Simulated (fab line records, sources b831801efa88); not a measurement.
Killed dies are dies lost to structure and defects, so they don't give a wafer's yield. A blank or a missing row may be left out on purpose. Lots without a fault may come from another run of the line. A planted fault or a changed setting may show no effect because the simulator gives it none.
Chamber matching | flow gf180mcu | GF_CONTACT_CMP_04 on cmp-02: 4 sister chambers
The step polishes SiO2. 4 wafers are shown with their chamber, then 8 later ones without.

WAFERS WITH THEIR CHAMBER
wafer  | chamber | motor_current_A (A)
L826.3 | 2       | 12.2
L830.3 | 3       | 11.7
L830.6 | 1       | 11.4
L833.1 | 0       | 11.3

WAFERS WITHOUT THEIR CHAMBER
wafer  | motor_current_A (A)
L833.2 | 11.4
L833.6 | 11.9
L837.1 | 12.0
L837.4 | 11.4
L837.6 | 11.4
L839.1 | 12.2
L839.3 | 11.5
L839.4 | 11.1

WHICH CHAMBER EACH WENT THROUGH
wafer  | from the rows above          | in truth
L833.2 | can't be placed: 1 or 0      | 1
L833.6 | can't be placed: 3 or 2      | 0
L837.1 | can't be placed: 2 or 3      | 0
L837.4 | can't be placed: 1 or 0      | 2
L837.6 | can't be placed: 1 or 0      | 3
L839.1 | 2                            | 2
L839.3 | can't be placed: 1 or 0 or 3 | 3
L839.4 | can't be placed: 0 or 1      | 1
Placed correctly: 1 of 8. Can't be placed from these rows: 7 (the true chamber is among the candidates in 3). Placed wrongly: 0.
How it was worked out, from the rows above alone: a wafer's distance from a chamber is the root of the sum, over the readings, of the square of ((its reading less the chamber's mean) divided by the reading's scatter). The wafer belongs to the nearest chamber; if the next one is less than 2 further off, it can't be placed. A chamber's mean is the mean of its shown wafers. The scatter: with one shown wafer a chamber, the root of the mean of the squares of how far each hidden wafer lies from its nearest shown one.
